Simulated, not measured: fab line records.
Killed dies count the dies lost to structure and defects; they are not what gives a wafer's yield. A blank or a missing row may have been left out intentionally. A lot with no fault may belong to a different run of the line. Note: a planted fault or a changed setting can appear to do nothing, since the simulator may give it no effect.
Chamber matching    flow sfqLine    4 sister chambers for SFQ_TRILAYER_I4_CMP_CMP_100 on cmp-01
The step polishes SiO2. 8 wafers are shown with their chamber, then 8 later ones without.

EACH WAFER AND ITS CHAMBER
wafer   chamber  motorCurrentA (A)  timeToEndpointS (s)
L606.3  0        10.4               216
L607.6  0        10.5               219
L608.1  1        12.4               206
L608.3  2        10.6               192
L613.2  3        11.2               217
L613.3  2        10.5               204
L613.4  1        12.2               223
L615.3  3        10.5               218

WAFERS WITHOUT THEIR CHAMBER
wafer   motorCurrentA (A)  timeToEndpointS (s)
L615.4  10.6               217
L615.6  11.0               214
L616.3  10.4               216
L616.1  11.0               215
L616.5  10.4               223
L618.2  11.4               204
L618.4  11.2               206
L618.6  10.9               223

CHAMBER TAKEN BY EACH
wafer   from the rows above                in truth
L615.4  can't be placed: 0 or 3 or 2       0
L615.6  can't be placed: 3 or 0            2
L616.3  can't be placed: 0 or 3            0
L616.1  can't be placed: 3 or 0            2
L616.5  can't be placed: 0 or 3            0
L618.2  can't be placed: 3 or 2 or 1 or 0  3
L618.4  can't be placed: 3 or 2 or 0       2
L618.6  can't be placed: 3 or 0            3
0 of 8 placed correctly. Unplaceable from these rows: 8, with the true chamber sitting among the candidates in 6. 0 placed wrongly.
How it was worked out, from the rows above alone: a wafer's distance from a chamber is the root of the sum, over the readings, of the square of ((its reading less the chamber's mean) divided by the reading's scatter). The wafer belongs to the nearest chamber; if the next one is less than 2 further off, it can't be placed. For every chamber, the mean is computed from those of its wafers that are shown. The scatter is the square root of a quotient: the sum, over the shown wafers, of each reading's squared deviation from its chamber's mean, divided by wafers minus chambers.
